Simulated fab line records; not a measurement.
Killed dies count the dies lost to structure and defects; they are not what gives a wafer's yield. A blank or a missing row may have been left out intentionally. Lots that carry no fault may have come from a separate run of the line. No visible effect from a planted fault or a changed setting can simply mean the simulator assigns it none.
fab line records	flow sky130
record: lots: 14	wafers: 42	lastDay: 50
route steps=708 shown DNWELL@44 NWELL@63 VT_ADJUST_PCH@150 LDD_N@247 PAD_OPEN@708
lots that met no fault: from a run of the same line without faults
startH: hours from the record's first day to the start of the lot's first wafer shown	waitH: time in hours since the lot's previous step	" repeats the value in the row above	L1.1+2: a single row standing in for several wafers	- no value, or no start given	* or withheld: withheld	< > ~ a bound
route shown NAME@n: a module of which the file shows steps, and the number in the route of the first	usual: mean/standard deviation of fault-free wafers	same: alike in all rows	chamber/n: place in a boat	sites: each site's reading	_std_site: standard deviation of those values	_edge_site: mean of outer sites minus mean of inner sites	radiusMm: for every site, how far away it sits from the centre of the wafer	mask NAME#n: copy n	behind: the tool/chamber that last shaped the wafer	hold: cause of the lot's hold/its duration in hours/its outcome	device: names the non-switching transistor (n, p or np)	end of line: the same wafers' tests at the end of the route	a step with no rows: only its recipe	killed: dies that structure and defects cost at the first sort, which is not the same as the wafer's yield	map: a wafer's dies, marking killed ones x, the rest . and places with no die _
set.NAME: setting as actually run; set.NAME@STEP: the setting as run at that earlier step	model.NAME: the simulator's own value behind a step, which no gauge read
the route's steps for a sample of lots (tables are steps, rows are wafers)
services: when a tool's chamber went out of use (startH, in hours from the record's first day, below 0 if earlier), for how many hours, and the reason
== steps ==
step: SKY_DNWELL_TW_MEAS_09
usual: DNWELL_TW: 1112/9.3
lot.wafer	tool	chamber	startH	waitH	DNWELL_TW
L116.4	filmMetro-01	-	53.81	0.1	1109
L116.5	"	-	"	"	1119
L116.6	"	-	"	"	1110
L117.4	filmMetro-04	-	59.00	0.1	1124
L117.5	"	-	"	"	1130
L117.6	"	-	"	"	1126
L118.3	filmMetro-03	-	66.20	0.1	1116
L118.4	"	-	"	"	1111
L118.6	"	-	"	"	1111
L119.1	filmMetro-01	-	70.48	0.1	1102
L119.2	"	-	"	"	1103
L119.3	"	-	"	"	1108
L121.2	filmMetro-01	-	81.49	0.1	1116
L121.3	"	-	"	"	1117
L121.6	"	-	"	"	1112
L123.1	filmMetro-04	-	91.67	0.1	1114
L123.2	"	-	"	"	1115
L123.6	"	-	"	"	1119
L126.1	filmMetro-04	-	102.92	0.1	1121
L126.3	"	-	"	"	1128
L126.6	"	-	"	"	1121
L127.1	filmMetro-03	-	112.44	0.1	1125
L127.2	"	-	"	"	1116
L127.6	"	-	"	"	1119
L131.2	filmMetro-01	-	134.63	0.1	1105
L131.4	"	-	"	"	1102
L131.6	"	-	"	"	1103
L133.1	filmMetro-01	-	150.42	0.1	1103
L133.2	"	-	"	"	1100
L133.5	"	-	"	"	1103
L135.1	filmMetro-01	-	157.08	0.1	1095
L135.4	"	-	"	"	1097
L135.5	"	-	"	"	1097
L136.1	filmMetro-04	-	159.93	0.1	1122
L136.4	"	-	"	"	1118
L136.6	"	-	"	"	1119
L137.1	filmMetro-04	-	181.09	0.1	1124
L137.4	"	-	"	"	1120
L137.5	"	-	"	"	1126
L139.1	filmMetro-04	-	182.57	0.1	1116
L139.3	"	-	"	"	1119
L139.5	"	-	"	"	1107
step: SKY_NWELL_OVL_MEAS_10
usual: NWELL_00_OVL: -0.6/1.4
lot.wafer	tool	chamber	startH	waitH	NWELL_00_OVL[nm]
L116.4	overlay-02	-	86.30	-	-1.0
L116.5	"	-	"	"	-1.2
L116.6	"	-	"	"	-0.7
L117.4	overlay-02	-	93.22	-	-2.4
L117.5	"	-	"	"	-2.7
L117.6	"	-	"	"	-2.1
L118.3	overlay-01	-	99.59	-	-2.3
L118.4	"	-	"	"	-3.6
L118.6	"	-	"	"	-1.5
L119.1	overlay-01	-	104.20	-	-0.7
L119.2	"	-	"	"	-2.0
L119.3	"	-	"	"	-2.0
L121.2	overlay-01	-	116.31	-	-2.4
L121.3	"	-	"	"	-2.3
L121.6	"	-	"	"	-1.0
L123.1	overlay-02	-	127.60	-	0.8
L123.2	"	-	"	"	0.7
L123.6	"	-	"	"	0.7
L126.1	overlay-02	-	138.29	-	0.9
L126.3	"	-	"	"	0.1
L126.6	"	-	"	"	0.0
L127.1	overlay-02	-	149.30	-	-1.1
L127.2	"	-	"	"	-0.4
L127.6	"	-	"	"	-1.5
L131.2	overlay-02	-	173.03	-	-0.6
L131.4	"	-	"	"	-0.7
L131.6	"	-	"	"	-2.5
L133.1	overlay-01	-	192.23	-	1.5
L133.2	"	-	"	"	0.3
L133.5	"	-	"	"	0.3
L135.1	overlay-02	-	199.54	-	-0.3
L135.4	"	-	"	"	-1.8
L135.5	"	-	"	"	-1.5
L136.1	overlay-02	-	201.99	-	0.7
L136.4	"	-	"	"	0.8
L136.6	"	-	"	"	0.6
L137.1	overlay-02	-	223.80	-	0.1
L137.4	"	-	"	"	1.6
L137.5	"	-	"	"	0.7
L139.1	overlay-01	-	225.34	-	-4.2
L139.3	"	-	"	"	-1.3
L139.5	"	-	"	"	-2.9
step: SKY_VT_ADJUST_PCH_OVL_MEAS_07
usual: VT_ADJUST_PCH_OVL: -0.9/1.5
lot.wafer	tool	chamber	startH	waitH	VT_ADJUST_PCH_OVL[nm]
L116.4	overlay-01	-	224.17	-	-3.9
L116.5	"	-	"	"	-1.1
L116.6	"	-	"	"	0.3
L117.4	overlay-02	-	233.20	-	1.7
L117.5	"	-	"	"	0.0
L117.6	"	-	"	"	0.6
L118.3	overlay-01	-	243.85	-	-0.2
L118.4	"	-	"	"	0.2
L118.6	"	-	"	"	-1.8
L119.1	overlay-02	-	247.97	-	1.1
L119.2	"	-	"	"	-0.6
L119.3	"	-	"	"	0.0
L121.2	overlay-01	-	263.09	-	-0.7
L121.3	"	-	"	"	-1.2
L121.6	"	-	"	"	-0.7
L123.1	overlay-02	-	277.97	-	-2.0
L123.2	"	-	"	"	-1.9
L123.6	"	-	"	"	-3.1
L126.1	overlay-02	-	292.44	-	-0.6
L126.3	"	-	"	"	-0.2
L126.6	"	-	"	"	-1.6
L127.1	overlay-01	-	306.70	-	-2.4
L127.2	"	-	"	"	-3.0
L127.6	"	-	"	"	-0.7
L131.2	overlay-01	-	337.23	-	-1.8
L131.4	"	-	"	"	-1.7
L131.6	"	-	"	"	-1.4
L133.1	overlay-01	-	361.10	-	-1.7
L133.2	"	-	"	"	-3.3
L133.5	"	-	"	"	-2.2
L135.1	overlay-02	-	371.92	-	3.0
L135.4	"	-	"	"	0.7
L135.5	"	-	"	"	2.2
L136.1	overlay-01	-	372.79	-	-1.7
L136.4	"	-	"	"	-2.5
L136.6	"	-	"	"	-2.9
L137.1	overlay-02	-	403.24	-	-0.8
L137.4	"	-	"	"	-2.6
L137.5	"	-	"	"	-1.8
L139.1	overlay-02	-	406.87	-	-0.4
L139.3	"	-	"	"	-0.1
L139.5	"	-	"	"	0.2
step: SKY_LDD_N_IMPLANT_10
recipe: species: As	energyKev: 20	doseCm2: 7.5e+13	tiltDeg: withheld	rotationDeg: 203
usual: doseIonsCm2: 7.499e+13/7.4e+10	faradayCurrentUA: 423/8.2
lot.wafer	tool	chamber	startH	waitH	doseIonsCm2	faradayCurrentUA
L116.4	implanter-01	0	410.73	0.1	7.496e+13	405
L116.5	"	0	"	"	7.501e+13	430
L116.6	"	0	"	"	7.495e+13	435
L117.4	implanter-03	0	411.24	0.1	7.501e+13	427
L117.5	"	0	"	"	7.508e+13	415
L117.6	"	0	"	"	7.488e+13	431
L118.3	implanter-02	0	422.51	0.1	7.506e+13	425
L118.4	"	0	"	"	7.493e+13	425
L118.6	"	0	"	"	7.499e+13	442
L119.1	implanter-03	0	424.54	0.1	7.506e+13	422
L119.2	"	0	"	"	7.504e+13	432
L119.3	"	0	"	"	7.508e+13	427
L121.2	implanter-01	0	445.28	0.1	7.509e+13	424
L121.3	"	0	"	"	7.503e+13	428
L121.6	"	0	"	"	7.505e+13	418
L123.1	implanter-03	0	465.05	0.1	7.935e+13	447
L123.2	"	0	"	"	7.938e+13	441
L123.6	"	0	"	"	7.927e+13	459
L126.1	implanter-03	0	483.29	0.1	7.935e+13	449
L126.3	"	0	"	"	7.941e+13	451
L126.6	"	0	"	"	7.945e+13	437
L127.1	implanter-02	0	493.01	0.1	7.5e+13	432
L127.2	"	0	"	"	7.5e+13	439
L127.6	"	0	"	"	7.503e+13	423
L131.2	implanter-01	0	535.73	0.1	7.491e+13	417
L131.4	"	0	"	"	7.497e+13	413
L131.6	"	0	"	"	7.504e+13	412
L133.1	implanter-03	0	562.45	0.1	7.508e+13	431
L133.2	"	0	"	"	7.509e+13	427
L133.5	"	0	"	"	7.495e+13	424
L135.1	implanter-03	0	571.51	0.1	7.503e+13	428
L135.4	"	0	"	"	7.499e+13	421
L135.5	"	0	"	"	7.509e+13	420
L136.1	implanter-02	0	573.51	0.1	7.488e+13	417
L136.4	"	0	"	"	7.504e+13	430
L136.6	"	0	"	"	7.503e+13	438
L137.1	implanter-03	0	607.44	0.1	7.491e+13	430
L137.4	"	0	"	"	7.501e+13	420
L137.5	"	0	"	"	7.493e+13	422
L139.1	implanter-02	0	607.80	0.1	7.492e+13	425
L139.3	"	0	"	"	7.492e+13	407
L139.5	"	0	"	"	7.503e+13	421
step: SKY_PAD_OPEN_PROBE_99
usual: killed_at_M0_to_M3: 43/5.9	killed_at_M4_up: 3.3/1.9	killedAtContacts: 24/5.6	killedAtFrontEnd: 15/4.1	killedAtOther: 0.4/0.66	killedDies: 86/9	killedOpen: 47/6.9	killedShort: 39/6.2
same: grossDies: 492	killedAtBackSide: 0
lot.wafer	tool	chamber	startH	waitH	killed_at_M0_to_M3	killed_at_M4_up	killedAtContacts	killedAtFrontEnd	killedAtOther	killedDies	killedOpen	killedShort
L127.1	prober-01	-	1132.15	0.1	41	3	21	19	0	84	54	30
L127.2	prober-01	-	1132.20	0.1	47	3	16	13	2	81	46	35
L127.6	prober-01	-	1132.40	0.2	46	5	33	13	0	97	55	42
L131.2	prober-02	-	1160.50	0.1	40	2	20	16	0	78	44	33
L131.4	prober-02	-	1160.60	0.2	42	6	19	15	1	83	47	35
L131.6	prober-02	-	1160.70	0.2	42	2	36	10	1	91	58	32
L136.1	prober-01	-	1183.57	0.1	55	3	31	10	0	99	55	44
L136.4	prober-01	-	1183.72	0.2	35	3	25	16	0	79	45	34
L136.6	prober-01	-	1183.82	0.2	50	2	18	14	0	84	46	38
killed by level:class
L127.1 VIA1:geometricParticle:open=11 LI_CONTACT:geometricParticle:open=10 VIA2:geometricParticle:open=9 FIELD_ISO:geometricParticle:short=6 CONTACT:geometricParticle:open=6 POLY_GATE:geometricParticle:short=5 VIA3:geometricParticle:open=5 METAL1:geometricParticle:short=4
L127.2 VIA1:geometricParticle:open=14 VIA2:geometricParticle:open=9 LI_CONTACT:geometricParticle:open=5 LOCAL_INTERCONNECT:geometricParticle:short=5 VIA1:geometricParticle:short=5 METAL1:geometricParticle:short=4 VIA3:geometricParticle:open=4 FIELD_ISO:geometricParticle:short=3
L127.6 VIA1:geometricParticle:open=14 CONTACT:geometricParticle:open=12 CONTACT:geometricParticle:short=9 LI_CONTACT:geometricParticle:open=8 VIA3:geometricParticle:open=7 METAL2:geometricParticle:short=6 FIELD_ISO:geometricParticle:short=5 METAL1:geometricParticle:short=5
L131.2 VIA1:geometricParticle:open=9 CONTACT:geometricParticle:open=8 VIA2:geometricParticle:open=6 METAL2:geometricParticle:short=6 VIA2:geometricParticle:short=6 SONOS_ONO:geometricParticle:open=4 POLY_GATE:geometricParticle:open=4 FIELD_ISO:geometricParticle:open=3
L131.4 CONTACT:geometricParticle:open=9 VIA3:geometricParticle:open=9 VIA1:geometricParticle:open=7 VIA2:geometricParticle:open=6 METAL2:geometricParticle:short=6 CONTACT:geometricParticle:short=5 VIA1:geometricParticle:short=5 SPACER:geometricParticle:open=4
L131.6 CONTACT:geometricParticle:open=20 VIA2:geometricParticle:open=13 VIA1:geometricParticle:open=8 CONTACT:geometricParticle:short=7 FIELD_ISO:geometricParticle:open=4 LOCAL_INTERCONNECT:geometricParticle:short=4 VIA3:geometricParticle:open=4 METAL1:geometricParticle:open=3
L136.1 VIA1:geometricParticle:open=15 LI_CONTACT:geometricParticle:open=9 CONTACT:geometricParticle:short=9 VIA3:geometricParticle:open=7 METAL1:geometricParticle:short=6 METAL2:geometricParticle:short=6 CONTACT:geometricParticle:open=5 VIA2:geometricParticle:open=5
L136.4 CONTACT:geometricParticle:open=13 VIA1:geometricParticle:open=10 VIA1:geometricParticle:short=7 VIA2:geometricParticle:open=7 FIELD_ISO:geometricParticle:short=5 LOCAL_INTERCONNECT:geometricParticle:short=5 FIELD_ISO:geometricParticle:open=4 LI_CONTACT:geometricParticle:open=4
L136.6 VIA1:geometricParticle:open=12 VIA3:geometricParticle:open=9 CONTACT:geometricParticle:open=7 METAL2:geometricParticle:short=7 VIA1:geometricParticle:short=7 FIELD_ISO:geometricParticle:short=5 VIA2:geometricParticle:open=5 METAL1:geometricParticle:short=5
== services ==
tool	chamber	startH	hours	kind
implanter-02	-	407.28	2.4	repair
implanter-02	-	450.67	6.6	pm
implanter-02	-	458.69	12.0	repair
implanter-01	-	513.39	2.7	repair
implanter-02	-	523.92	6.8	repair
implanter-02	-	560.87	6.7	repair
implanter-01	-	583.79	2.1	repair
implanter-03	-	589.15	3.6	pm
== key ==
firstSign: step: SKY_LDD_N_IMPLANT_10	reading: doseIonsCm2	direction: up	sigmas: 59	usual: *	struck: *
effect: step: SKY_LDD_N_IMPLANT_10	reading: faradayCurrentUA	direction: up	sigmas: 2.9	usual: 423	struck: 447
metAt SKY_LDD_N_IMPLANT_10
struckLots L123,L126
testerLeftOut L123,L126
notActingAt SKY_DNWELL_TW_MEAS_09,SKY_NWELL_OVL_MEAS_10,SKY_VT_ADJUST_PCH_OVL_MEAS_07
onsetBetween 424.54 465.05
fault: kind: processParameterDrift	tool: implanter-03	chamber: -	onsetH: 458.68	steps: SKY_LDD_N_IMPLANT_10	channel: doseCm2	offset: *	shape: step	endH: 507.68	actsIn: *	stated: *
testerLeftOut: of these lots the tester's yield and bins aren't shown, on N5 and GAA mostly nor the transistor test; their killed dies are dies lost to structure and defects alone, not to doping, threshold or leakage, so they don't give the yield
